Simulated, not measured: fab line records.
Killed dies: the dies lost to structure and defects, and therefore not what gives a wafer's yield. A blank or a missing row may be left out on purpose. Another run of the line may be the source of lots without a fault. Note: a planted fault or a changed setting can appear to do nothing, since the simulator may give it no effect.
Comparing a struck lot with a sound one -- flow gf180mcu -- 32 steps out of a route of 602
Sound: these wafers, L180.1, L180.3, L180.4. Wafers struck: L187.1, L187.5, L187.6. Last of all comes the cause.
Order at every step that has rows: each side's tool, ch and its chambers, its first start. Under that, the readings that differ: sound wafers -- struck wafers -- difference of the means -- sigmas: that difference in standard deviations of wafers without a fault.
alike: a reading whose means differ by less than 2 such deviations, as well as words and numbers matching on both sides. not compared: withheld readings; readings where some wafer has no value; bounds like >300 that might hide an equal value; numbers whose values overlap and for which the record gives no deviation.
The two part at a step that has a row with sigmas, a row that says differs or no value, or rows on one side only. Non-overlapping numbers with no deviation appear without sigmas and do not part them. A reading missing from all wafers of one side parts the sides only when that side holds two or more wafers.

first, 2 steps without rows for these wafers: GF_SAB_ETCH_11 (etches SiO2 in C4F8/O2/Ar, target depth 55 nm, time 8.5 s); GF_SAB_WET_ETCH_12 (etches SiO2 in dHF, target depth 22 nm, time 440 s).
GF_SAB_STRIP_13: strips in O2/N2.
  sound on plasmaAsher-02 ch 0,1, day 16 10:32; struck on plasmaAsher-04 ch 0,1, day 19 05:38
  alike: drypumpMotorCurrentA, heaterPowerW, oesProductAu, stripTimeToEndpointS
  not compared: rfHoursCounterH
then, 4 steps without rows for these wafers: GF_SALICIDE_CLEAN_00 (cleans in SC1/SC2, time 150 s); GF_SALICIDE_WET_ETCH_01 (etches SiO2 in dHF, target depth 5 nm, time 100 s); GF_SALICIDE_SPUTTER_02 (material Co, target thk 10 nm, time 20 s); GF_SALICIDE_SPUTTER_03 (material TiN, target thk 20 nm, time 16.7 s).
GF_SALICIDE_RS_MEAS_04: uses a four-point probe to measure.
  sound: filmMetro-02 at day 16 10:47; struck: filmMetro-02 at day 19 05:52
  alike: SALICIDE_TIN_RS
GF_SALICIDE_THK_MEAS_05: measures by xrf.
  sound: filmMetro-02 at day 16 10:54; struck: filmMetro-02 at day 19 05:59
  alike: SALICIDE_TIN_THK
GF_SALICIDE_RTA_06: time 30 s.
  sound on rtpAnneal-01 ch 0, day 16 10:58; struck on rtpAnneal-02 ch 0, day 19 06:03
reading,sound,struck,difference,sigmas
lampPowerPct (%),6.59 6.58 6.58,6.39 6.39 6.39,-0.19,-2
  alike: wafer_temp_C_max
then, 2 steps without rows for these wafers: GF_SALICIDE_WET_ETCH_07 (etches the open film in SPM, target depth 120 nm); GF_SALICIDE_RTA_08 (time 30 s).
GF_CONTACT_CVD_00: deposits SiO2, target thk 300 nm, time 50 s.
  sound on hdpcvd-01 ch 0,1, day 16 11:16; struck on hdpcvd-02 ch 1,2, day 19 06:21
reading,sound,struck,difference,sigmas
sih4FlowSccm (sccm),60.35 60.12 59.96,51.24 50.98 50.91,-9.10,-54
model.SiO2_of_CONTACT_CVD_00.thkNm (nm),295.4 302 300.7,264 259 261.4,-38,
GF_CONTACT_THK_MEAS_01:
  sound: filmMetro-02 at day 16 11:19; struck: filmMetro-01 at day 19 06:24
reading,sound,struck,difference,sigmas
CONTACT_CVD_00_THK (nm),296 302 300,264 259 262,-38,-12
GF_CONTACT_CVD_02: deposits SiO2 from TEOS, target thk 860 nm, time 95.992 s.
  sound on pecvd-03 ch 0,1, day 16 11:22; struck on pecvd-02 ch 0,2, day 19 06:28
reading,sound,struck,difference,sigmas
heaterPowerW (W),579 694 634,1137 913 1174,+439,+3
GF_CONTACT_THK_MEAS_03:
  sound: filmMetro-03 at day 16 11:26; struck: filmMetro-03 at day 19 06:32
reading,sound,struck,difference,sigmas
CONTACT_CVD_02_THK (nm),839 834 845,862 886 872,+34,+3
GF_CONTACT_CMP_04: polishes SiO2.
  sound on cmp-01 ch 1,2,3, day 16 11:33; struck on cmp-01 ch 0,1, day 19 06:38
  alike: motorCurrentA, retainingRingPressureFrac
GF_CONTACT_BOW_MEAS_05:
  sound: filmMetro-02 at day 16 11:48; struck: filmMetro-02 at day 19 06:53
  alike: CONTACT_BOW
then, 8 steps without rows for these wafers: GF_CONTACT_DEHYDRATE_06 (time 60 s); GF_CONTACT_HMDS_07 (prime time 60 s); GF_CONTACT_COAT_08; GF_CONTACT_COAT_09 (resist thk 1000 nm); GF_CONTACT_SOFTBAKE_10 (time 60 s); GF_CONTACT_EXPOSE_11 (exposes mask Contact, target cd 220 nm); GF_CONTACT_PEB_12 (peb time 90 s); GF_CONTACT_DEVELOP_13 (develop time 60 s).
GF_CONTACT_CD_MEAS_14: the cd target is 220 nm.
  sound: cdSem-02 at day 17 10:52; struck: cdSem-02 at day 20 06:32
  alike: cdNm
GF_CONTACT_OVL_MEAS_15:
  sound: overlay-02 at day 17 10:59; struck: overlay-02 at day 20 06:40
  alike: CONTACT_OVL
GF_CONTACT_ETCH_16: etches BARC in N2/H2.
  sound on rieDiel-03 ch 0,1,3, day 17 11:02; struck on rieDiel-02 ch 2,3, day 20 06:42
reading,sound,struck,difference,sigmas
drypumpMotorCurrentA (A),6.4 5.8 6.0,4.8 5.4 4.8,-1.1,-2
  alike: oesProductAu, throttleValvePct
GF_CONTACT_ETCH_17: etches SiO2 in C4F8/O2/Ar, stops on CoSi2, target depth 860 nm.
  sound: rieDiel-03 ch 0,1,3; struck: rieDiel-02 ch 2,3
reading,sound,struck,difference,sigmas
oesProductAu (a.u.),0.815 0.812 0.816,0.795 0.786 0.793,-0.023,-5
model.etch.depthNm (nm),854.3 861.1 861.1,824.6 819.3 820.7,-37.3,
model.CONTACT.featureDepthNm (nm),854.3 861.1 861.1,824.6 819.3 820.7,-37.3,
then, 1 step without rows for these wafers: GF_CONTACT_STRIP_18 (strips in O2/N2).
-- the record jumps here: 12 days lie between the struck wafers' starts before and after (it left off in module CONTACT and takes up again in module PASSIVATION, whose first step shown is number 602 of the route) --
GF_PASSIVATION_PROBE_99:
  record: rows for the struck wafers here (prober-01, day 32 08:23), none for the sound ones

## WHERE THEY PART
Earliest at GF_SALICIDE_RTA_06; latest, in this record, at GF_PASSIVATION_PROBE_99.

WHY: what had been put in by the simulator
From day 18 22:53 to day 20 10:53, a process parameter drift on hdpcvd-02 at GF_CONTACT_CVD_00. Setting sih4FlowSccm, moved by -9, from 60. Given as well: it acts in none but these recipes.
